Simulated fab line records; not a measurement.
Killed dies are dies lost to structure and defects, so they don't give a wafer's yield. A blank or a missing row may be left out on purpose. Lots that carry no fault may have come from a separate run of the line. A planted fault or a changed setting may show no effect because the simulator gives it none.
A sampling plan put to the test    flow sky130    one fab line, 54 faults that these records tell of, each judged on the records of the lots that it struck
What counts as the plan is the set of the line's own looks, namely the steps on the route at which a gauge or an inspection reads a wafer and does not change it. A look can be judged if struck wafers have a number there and the file gives its usual mean and standard deviation on fault-free wafers. Caught: a look later than the fault's first step finds the struck wafers' mean 4 or more of those standard deviations (sigma) from the usual mean. On the tool: the test repeated on the tool's own readings taken at the fault's steps. A different recipe on the struck wafers counts as caught too, as does a record blank only for those wafers.

== THE FAULTS, as the simulator had put them in ==
1. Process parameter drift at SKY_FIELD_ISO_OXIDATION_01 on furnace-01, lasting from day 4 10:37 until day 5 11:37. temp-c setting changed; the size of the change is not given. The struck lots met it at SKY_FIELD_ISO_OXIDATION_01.
2. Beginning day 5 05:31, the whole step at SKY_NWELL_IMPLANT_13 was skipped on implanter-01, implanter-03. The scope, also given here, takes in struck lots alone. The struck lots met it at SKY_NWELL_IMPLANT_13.
3. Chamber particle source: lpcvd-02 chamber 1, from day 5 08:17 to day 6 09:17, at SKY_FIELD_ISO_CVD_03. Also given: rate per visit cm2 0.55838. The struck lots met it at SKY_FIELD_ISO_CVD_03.
4. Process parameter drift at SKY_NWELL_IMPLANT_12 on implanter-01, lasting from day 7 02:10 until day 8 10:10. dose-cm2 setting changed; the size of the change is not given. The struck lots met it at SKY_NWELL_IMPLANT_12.
5. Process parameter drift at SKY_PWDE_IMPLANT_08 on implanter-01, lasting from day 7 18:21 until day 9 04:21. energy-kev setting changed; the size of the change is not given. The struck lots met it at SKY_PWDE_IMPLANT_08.
6. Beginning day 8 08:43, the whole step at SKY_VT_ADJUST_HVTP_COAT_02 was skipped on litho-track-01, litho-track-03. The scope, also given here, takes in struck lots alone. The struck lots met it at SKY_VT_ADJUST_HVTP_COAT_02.
7. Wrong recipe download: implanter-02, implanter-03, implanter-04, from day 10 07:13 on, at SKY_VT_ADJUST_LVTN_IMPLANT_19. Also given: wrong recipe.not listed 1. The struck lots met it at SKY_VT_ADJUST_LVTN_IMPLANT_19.
8. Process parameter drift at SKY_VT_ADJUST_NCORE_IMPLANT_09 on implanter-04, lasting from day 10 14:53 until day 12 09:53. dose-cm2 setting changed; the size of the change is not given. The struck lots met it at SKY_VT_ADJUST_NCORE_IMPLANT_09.
9. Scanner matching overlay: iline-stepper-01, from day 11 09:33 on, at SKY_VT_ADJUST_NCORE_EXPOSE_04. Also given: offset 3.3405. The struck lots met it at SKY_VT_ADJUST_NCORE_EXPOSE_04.
10. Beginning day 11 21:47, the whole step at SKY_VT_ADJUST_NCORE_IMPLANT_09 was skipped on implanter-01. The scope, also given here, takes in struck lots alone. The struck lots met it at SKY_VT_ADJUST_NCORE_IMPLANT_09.
11. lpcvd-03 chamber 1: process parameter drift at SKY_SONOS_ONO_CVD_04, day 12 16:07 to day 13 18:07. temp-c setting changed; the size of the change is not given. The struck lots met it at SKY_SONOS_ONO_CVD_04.
12. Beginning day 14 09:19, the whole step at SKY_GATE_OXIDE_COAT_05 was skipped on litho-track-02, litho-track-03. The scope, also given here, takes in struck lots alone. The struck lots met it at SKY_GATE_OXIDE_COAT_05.
13. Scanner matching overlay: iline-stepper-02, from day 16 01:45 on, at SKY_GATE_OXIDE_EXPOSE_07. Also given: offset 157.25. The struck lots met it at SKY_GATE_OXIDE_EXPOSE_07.
14. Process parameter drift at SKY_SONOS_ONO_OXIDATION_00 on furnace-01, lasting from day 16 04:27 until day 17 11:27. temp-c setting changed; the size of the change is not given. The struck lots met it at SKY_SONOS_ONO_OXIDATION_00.
15. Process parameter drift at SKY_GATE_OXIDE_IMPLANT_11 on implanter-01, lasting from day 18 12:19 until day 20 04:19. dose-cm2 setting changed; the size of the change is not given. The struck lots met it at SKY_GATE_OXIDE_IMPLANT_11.
16. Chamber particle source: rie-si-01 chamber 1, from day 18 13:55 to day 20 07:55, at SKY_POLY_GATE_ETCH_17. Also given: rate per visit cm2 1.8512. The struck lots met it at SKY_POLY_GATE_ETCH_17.
17. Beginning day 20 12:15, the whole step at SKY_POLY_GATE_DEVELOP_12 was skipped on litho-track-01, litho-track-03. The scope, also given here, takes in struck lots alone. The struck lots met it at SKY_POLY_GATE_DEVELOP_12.
18. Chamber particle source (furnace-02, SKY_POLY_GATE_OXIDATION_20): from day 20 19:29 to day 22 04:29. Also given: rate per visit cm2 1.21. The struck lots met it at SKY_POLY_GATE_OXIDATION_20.
19. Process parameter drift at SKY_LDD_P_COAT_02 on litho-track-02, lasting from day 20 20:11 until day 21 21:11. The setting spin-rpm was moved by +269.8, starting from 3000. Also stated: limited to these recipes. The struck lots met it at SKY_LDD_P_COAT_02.
20. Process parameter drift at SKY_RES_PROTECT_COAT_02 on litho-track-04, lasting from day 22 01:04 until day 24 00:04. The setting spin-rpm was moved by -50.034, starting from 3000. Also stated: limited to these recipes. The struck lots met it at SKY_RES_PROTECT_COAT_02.
21. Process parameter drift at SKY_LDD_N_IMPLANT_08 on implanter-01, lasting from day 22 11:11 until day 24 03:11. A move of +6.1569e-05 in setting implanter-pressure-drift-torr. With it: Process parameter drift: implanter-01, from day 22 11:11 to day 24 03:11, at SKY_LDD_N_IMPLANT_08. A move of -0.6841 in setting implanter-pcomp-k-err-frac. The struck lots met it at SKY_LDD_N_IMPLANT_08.
22. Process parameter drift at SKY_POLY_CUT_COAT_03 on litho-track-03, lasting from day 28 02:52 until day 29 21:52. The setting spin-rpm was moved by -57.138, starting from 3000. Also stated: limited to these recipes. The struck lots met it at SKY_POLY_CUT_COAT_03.
23. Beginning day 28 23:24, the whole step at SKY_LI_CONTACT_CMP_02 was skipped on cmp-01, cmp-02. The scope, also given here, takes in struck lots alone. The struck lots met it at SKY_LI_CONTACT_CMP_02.
24. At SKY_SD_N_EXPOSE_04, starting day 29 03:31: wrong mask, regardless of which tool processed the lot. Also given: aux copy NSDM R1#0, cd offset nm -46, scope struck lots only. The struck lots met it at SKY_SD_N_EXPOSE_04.
25. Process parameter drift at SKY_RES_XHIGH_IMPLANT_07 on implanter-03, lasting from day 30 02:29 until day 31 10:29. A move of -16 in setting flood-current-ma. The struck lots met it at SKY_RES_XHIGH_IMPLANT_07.
26. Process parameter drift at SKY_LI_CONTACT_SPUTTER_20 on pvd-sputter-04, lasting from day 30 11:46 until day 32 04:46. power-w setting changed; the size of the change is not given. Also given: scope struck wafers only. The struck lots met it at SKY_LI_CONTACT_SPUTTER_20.
27. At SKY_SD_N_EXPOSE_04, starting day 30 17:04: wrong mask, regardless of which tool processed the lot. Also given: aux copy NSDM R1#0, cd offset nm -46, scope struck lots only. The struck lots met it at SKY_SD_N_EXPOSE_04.
28. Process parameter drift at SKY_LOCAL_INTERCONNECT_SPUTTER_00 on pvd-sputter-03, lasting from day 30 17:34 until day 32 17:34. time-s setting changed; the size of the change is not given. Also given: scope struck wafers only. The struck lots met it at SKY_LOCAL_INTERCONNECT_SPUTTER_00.
29. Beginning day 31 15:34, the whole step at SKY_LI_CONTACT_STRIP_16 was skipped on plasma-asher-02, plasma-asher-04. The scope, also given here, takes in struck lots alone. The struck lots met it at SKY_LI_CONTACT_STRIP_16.
30. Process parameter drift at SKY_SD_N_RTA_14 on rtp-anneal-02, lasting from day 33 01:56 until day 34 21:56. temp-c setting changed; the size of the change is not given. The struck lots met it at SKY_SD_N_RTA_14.
31. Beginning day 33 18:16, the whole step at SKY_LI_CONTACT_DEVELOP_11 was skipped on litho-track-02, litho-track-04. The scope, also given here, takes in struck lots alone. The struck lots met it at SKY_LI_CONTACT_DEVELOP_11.
32. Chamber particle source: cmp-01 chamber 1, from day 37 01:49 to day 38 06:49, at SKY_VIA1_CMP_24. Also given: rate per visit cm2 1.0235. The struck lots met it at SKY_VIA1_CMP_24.
33. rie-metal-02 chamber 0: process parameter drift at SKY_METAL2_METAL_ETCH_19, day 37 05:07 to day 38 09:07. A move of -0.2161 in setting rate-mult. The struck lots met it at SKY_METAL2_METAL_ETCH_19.
34. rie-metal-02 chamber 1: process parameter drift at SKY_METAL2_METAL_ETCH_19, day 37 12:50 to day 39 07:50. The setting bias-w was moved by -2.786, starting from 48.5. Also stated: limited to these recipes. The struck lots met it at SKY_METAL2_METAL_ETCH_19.
35. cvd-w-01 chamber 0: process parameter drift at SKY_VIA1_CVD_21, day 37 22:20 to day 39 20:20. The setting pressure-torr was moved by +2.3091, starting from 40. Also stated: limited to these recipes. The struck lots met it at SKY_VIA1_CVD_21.
36. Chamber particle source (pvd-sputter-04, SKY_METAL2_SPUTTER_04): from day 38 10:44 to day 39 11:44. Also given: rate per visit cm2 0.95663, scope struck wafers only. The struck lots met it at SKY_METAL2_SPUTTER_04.
37. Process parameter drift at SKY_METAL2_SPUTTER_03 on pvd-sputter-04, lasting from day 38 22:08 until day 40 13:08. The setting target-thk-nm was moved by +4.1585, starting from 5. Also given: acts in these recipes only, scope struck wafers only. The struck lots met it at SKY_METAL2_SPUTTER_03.
38. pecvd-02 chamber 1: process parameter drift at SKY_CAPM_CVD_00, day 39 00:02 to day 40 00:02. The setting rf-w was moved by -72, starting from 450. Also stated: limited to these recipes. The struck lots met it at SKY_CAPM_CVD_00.
39. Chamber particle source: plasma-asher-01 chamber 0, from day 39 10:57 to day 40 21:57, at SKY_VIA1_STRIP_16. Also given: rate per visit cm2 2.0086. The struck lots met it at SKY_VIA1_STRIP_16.
40. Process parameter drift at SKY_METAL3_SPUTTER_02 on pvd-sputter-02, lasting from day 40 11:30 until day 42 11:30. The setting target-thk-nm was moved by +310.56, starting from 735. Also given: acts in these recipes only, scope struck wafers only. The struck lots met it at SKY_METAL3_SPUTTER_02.
41. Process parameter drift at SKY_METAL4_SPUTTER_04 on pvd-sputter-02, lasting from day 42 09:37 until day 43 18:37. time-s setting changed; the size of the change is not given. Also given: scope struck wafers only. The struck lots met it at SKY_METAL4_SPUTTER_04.
42. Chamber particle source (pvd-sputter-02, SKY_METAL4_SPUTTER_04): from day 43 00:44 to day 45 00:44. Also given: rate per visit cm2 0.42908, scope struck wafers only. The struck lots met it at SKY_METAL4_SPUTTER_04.
43. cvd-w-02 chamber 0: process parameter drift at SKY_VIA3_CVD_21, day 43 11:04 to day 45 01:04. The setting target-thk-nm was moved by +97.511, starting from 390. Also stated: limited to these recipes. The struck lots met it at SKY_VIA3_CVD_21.
44. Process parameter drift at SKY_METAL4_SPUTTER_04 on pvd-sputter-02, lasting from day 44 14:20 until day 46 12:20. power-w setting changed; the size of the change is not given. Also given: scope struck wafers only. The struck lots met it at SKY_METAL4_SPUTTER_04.
45. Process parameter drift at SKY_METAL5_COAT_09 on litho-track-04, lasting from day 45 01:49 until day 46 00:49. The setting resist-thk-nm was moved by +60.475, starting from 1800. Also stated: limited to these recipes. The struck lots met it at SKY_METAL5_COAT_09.
46. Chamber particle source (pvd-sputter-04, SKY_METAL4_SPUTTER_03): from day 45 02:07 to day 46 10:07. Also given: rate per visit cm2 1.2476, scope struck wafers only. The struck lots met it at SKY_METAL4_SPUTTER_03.
47. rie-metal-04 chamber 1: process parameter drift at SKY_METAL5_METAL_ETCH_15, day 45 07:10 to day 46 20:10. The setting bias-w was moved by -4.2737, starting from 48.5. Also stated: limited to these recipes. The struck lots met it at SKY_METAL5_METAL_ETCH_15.
48. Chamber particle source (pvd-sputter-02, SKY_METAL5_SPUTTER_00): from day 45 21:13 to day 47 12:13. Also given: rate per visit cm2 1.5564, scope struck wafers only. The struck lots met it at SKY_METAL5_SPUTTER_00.
49. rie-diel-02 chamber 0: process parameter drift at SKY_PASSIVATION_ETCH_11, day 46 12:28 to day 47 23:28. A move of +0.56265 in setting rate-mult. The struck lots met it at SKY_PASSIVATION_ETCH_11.
50. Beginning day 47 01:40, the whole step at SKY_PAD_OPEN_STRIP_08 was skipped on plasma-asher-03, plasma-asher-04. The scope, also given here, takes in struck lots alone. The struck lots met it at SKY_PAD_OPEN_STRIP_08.
51. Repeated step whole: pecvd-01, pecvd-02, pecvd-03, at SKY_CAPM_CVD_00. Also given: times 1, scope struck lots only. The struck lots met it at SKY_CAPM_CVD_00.
52. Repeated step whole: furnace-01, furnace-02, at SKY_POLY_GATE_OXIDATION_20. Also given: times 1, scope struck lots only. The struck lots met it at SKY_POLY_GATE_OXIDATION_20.
53. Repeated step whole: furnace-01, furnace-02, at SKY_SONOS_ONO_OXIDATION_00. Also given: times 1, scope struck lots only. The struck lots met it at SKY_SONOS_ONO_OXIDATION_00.
54. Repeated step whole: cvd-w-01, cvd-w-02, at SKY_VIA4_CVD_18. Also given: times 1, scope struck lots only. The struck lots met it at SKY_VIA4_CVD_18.

== WHAT THE PLAN SAW ==
fault  on the tool itself                                first look that catches it                       reading, sigma                                                 median hours from its first step to that look  hours from the fault's start to the first struck lot there  judged looks passed uncaught
1      tube-center-temp-C +99 or beyond sigma            SKY_FIELD_ISO_THK_MEAS_02                        FIELD_ISO_OXIDATION_00_THK +27                                 1.5                                            4                                                           0
2      the tool's record is blank for the struck wafers  SKY_NWELL_RS_MEAS_29                             NWELL_RS +13                                                   19.2                                           20                                                          0
3      under 2 sigma                                     not the one look that can be judged after it     -                                                              -                                              -                                                           1
4      dose-ions-cm2 +99 or beyond sigma                 SKY_NWELL_RS_MEAS_29                             NWELL_RS -5.6                                                  20.5                                           24                                                          0
5      beam-energy-keV +99 or beyond sigma               no look after it can be judged                   -                                                              -                                              -                                                           0
6      the tool's record is blank for the struck wafers  SKY_VT_ADJUST_LVTN_TW_MEAS_10                    VT_ADJUST_LVTN_TW +99 or beyond                                31.8                                           34                                                          0
7      no reading that can be judged                     SKY_VT_ADJUST_LVTN_TW_MEAS_21                    VT_ADJUST_LVTN_2_TW +99 or beyond                              0.2                                            4                                                           0
8      dose-ions-cm2 -99 or beyond sigma                 SKY_VT_ADJUST_NCORE_TW_MEAS_11                   VT_ADJUST_NCORE_TW -99 or beyond                               0.2                                            5                                                           0
9      under 2 sigma                                     no look after it can be judged                   -                                                              -                                              -                                                           0
10     the tool's record is blank for the struck wafers  SKY_VT_ADJUST_NCORE_TW_MEAS_11                   VT_ADJUST_NCORE_TW -99 or beyond                               0.2                                            6                                                           0
11     susceptor-temp-C +99 or beyond sigma              SKY_SONOS_ONO_THK_MEAS_05                        SONOS_ONO_CVD_04_THK +34                                       1.3                                            8                                                           0
12     the tool's record is blank for the struck wafers  no look after it can be judged                   -                                                              -                                              -                                                           0
13     under 2 sigma                                     SKY_GATE_OXIDE_OVL_MEAS_10                       GATE_OXIDE_OVL +99 or beyond                                   14.3                                           18                                                          0
14     tube-center-temp-C -99 or beyond sigma            SKY_SONOS_ONO_THK_MEAS_01                        SONOS_ONO_OXIDATION_THK -12                                    1.3                                            13                                                          0
15     dose-ions-cm2 -99 or beyond sigma                 SKY_GATE_OXIDE_TW_MEAS_14                        GATE_OXIDE_TW -11                                              0.4                                            8                                                           0
16     under 2 sigma                                     none of the 4 looks that can be judged after it  -                                                              -                                              -                                                           4
17     no reading that can be judged                     no look after it can be judged                   -                                                              -                                              -                                                           0
18     under 2 sigma                                     none of the 6 looks that can be judged after it  -                                                              -                                              -                                                           6
19     spin-speed-rpm +99 or beyond sigma                none of the 2 looks that can be judged after it  -                                                              -                                              -                                                           2
20     spin-speed-rpm -22 sigma                          no look after it can be judged                   -                                                              -                                              -                                                           0
21     end-station-pressure-torr +99 or beyond sigma     no look after it can be judged                   -                                                              -                                              -                                                           0
22     spin-speed-rpm -24 sigma                          none of the 2 looks that can be judged after it  -                                                              -                                              -                                                           2
23     the tool's record is blank for the struck wafers  not the one look that can be judged after it     strongest: LI_CONTACT_BOW at SKY_LI_CONTACT_BOW_MEAS_03, +2.5  -                                              -                                                           1
24     under 2 sigma                                     SKY_SD_N_CD_MEAS_07                              cd-nm -18                                                      14.1                                           18                                                          0
25     no reading that can be judged                     none of the 9 looks that can be judged after it  -                                                              -                                              -                                                           9
26     cathode-dc-power-W -99 or beyond sigma            no look after it can be judged                   -                                                              -                                              -                                                           0
27     no reading that can be judged                     SKY_SD_N_CD_MEAS_07                              cd-nm -18                                                      13.7                                           22                                                          0
28     under 2 sigma                                     SKY_LOCAL_INTERCONNECT_RS_MEAS_01                LOCAL_INTERCONNECT_TIN_RS +99 or beyond                        0.1                                            26                                                          0
29     the tool's record is blank for the struck wafers  no look after it can be judged                   -                                                              -                                              -                                                           0
30     wafer_temp_C_max +4.8 sigma                       SKY_SD_N_RS_MEAS_16                              SD_N_RS -8.5                                                   0.2                                            7                                                           0
31     no reading that can be judged                     no look after it can be judged                   -                                                              -                                              -                                                           0
32     under 2 sigma                                     not the one look that can be judged after it     -                                                              -                                              -                                                           1
33     under 2 sigma                                     no look after it can be judged                   -                                                              -                                              -                                                           0
34     bias-w -17 sigma                                  no look after it can be judged                   -                                                              -                                              -                                                           0
35     chamber-pressure-Torr +25 sigma                   none of the 2 looks that can be judged after it  strongest: VIA1_W_RS at SKY_VIA1_RS_MEAS_22, -2.7              -                                              -                                                           2
36     under 2 sigma                                     not the one look that can be judged after it     -                                                              -                                              -                                                           1
37     under 2 sigma                                     no look after it can be judged                   -                                                              -                                              -                                                           0
38     rf-fwd-power-W -32 sigma                          none of the 6 looks that can be judged after it  strongest: CAPM_CVD_00_THK at SKY_CAPM_THK_MEAS_01, -2.6       -                                              -                                                           6
39     under 2 sigma                                     no look after it can be judged                   -                                                              -                                              -                                                           0
40     under 2 sigma                                     not the one look that can be judged after it     -                                                              -                                              -                                                           1
41     only faintly: throttle-valve-pct -2.6 sigma       no look after it can be judged                   -                                                              -                                              -                                                           0
42     under 2 sigma                                     not the one look that can be judged after it     -                                                              -                                              -                                                           1
43     under 2 sigma                                     SKY_VIA3_RS_MEAS_22                              VIA3_W_RS -20                                                  0.1                                            3                                                           0
44     cathode-dc-power-W +99 or beyond sigma            no look after it can be judged                   -                                                              -                                              -                                                           0
45     no reading that can be judged                     no look after it can be judged                   -                                                              -                                              -                                                           0
46     under 2 sigma                                     no look after it can be judged                   -                                                              -                                              -                                                           0
47     bias-w -27 sigma                                  no look after it can be judged                   -                                                              -                                              -                                                           0
48     under 2 sigma                                     no look after it can be judged                   -                                                              -                                              -                                                           0
49     under 2 sigma                                     no look after it can be judged                   -                                                              -                                              -                                                           0
50     no reading that can be judged                     no look after it can be judged                   -                                                              -                                              -                                                           0
51     under 2 sigma                                     SKY_CAPM_THK_MEAS_01                             CAPM_CVD_00_THK +66                                            0.2                                            -                                                           0
52     under 2 sigma                                     SKY_POLY_GATE_THK_MEAS_21                        POLY_GATE_OXIDATION_THK +30                                    3.3                                            -                                                           0
53     no reading that can be judged                     SKY_SONOS_ONO_THK_MEAS_01                        SONOS_ONO_OXIDATION_THK +31                                    4.0                                            -                                                           0
54     under 2 sigma                                     SKY_VIA4_RS_MEAS_19                              VIA4_W_RS -45                                                  0.5                                            -                                                           0
Dash: fault not caught, or number not given in these records.

Caught at a look: 20 of 54. Caught on the tool: 24 of 54. By one or the other: 34 of 54.
Caught on the tool alone: faults 5, 12, 19, 20, 21, 22, 23, 26, 29, 34, 35, 38, 44, 47.
Caught at a look alone: faults 7, 13, 24, 27, 28, 43, 51, 52, 53, 54.
Caught by neither: faults 3, 9, 16, 17, 18, 25, 31, 32, 33, 36, 37, 39, 40, 41, 42, 45, 46, 48, 49, 50.

== THINNER SAMPLING ==
Were the look that catches a fault to measure just every second or every third lot (counted by lot number), the first struck lot would, at worst, be measured this late:
fault  struck lots at that look, in order of time  every lot  every second lot  every third lot
1      L993, L994                                  4 h        9 h               may miss all 2
2      L142, L143                                  20 h       28 h              may miss all 2
4      L318, L319                                  24 h       32 h              may miss all 2
6      L560, L561                                  34 h       44 h              may miss all 2
7      L597, L598, L599, L600                      4 h        9 h               20 h
8      L147, L148                                  5 h        11 h              may miss all 2
10     L961, L962                                  6 h        11 h              may miss all 2
11     L107, L108, L109                            8 h        12 h              23 h
13     L398, L399, L400, L401                      18 h       28 h              35 h
14     L476, L478                                  13 h       may miss all 2    may miss all 2
15     L131, L132, L133                            8 h        22 h              25 h
24     L684                                        18 h       may miss it       may miss it
27     L250                                        22 h       may miss it       may miss it
28     L720                                        26 h       may miss it       may miss it
30     L424                                        7 h        may miss it       may miss it
43     L143, L144, L145                            3 h        9 h               20 h
Hours count from the start of the fault until the first struck lot that is measured. Since the struck wafers were tested as one group against 4 sigma, a single lot by itself may lie under the limit. Other struck lots may not be in these records.

== THE LONGEST TIMED WAY FROM STEP TO LOOK ==
Fault 6: median gap of 31.8 hours between SKY_VT_ADJUST_HVTP_COAT_02 and SKY_VT_ADJUST_LVTN_TW_MEAS_10. No look between them can be judged.
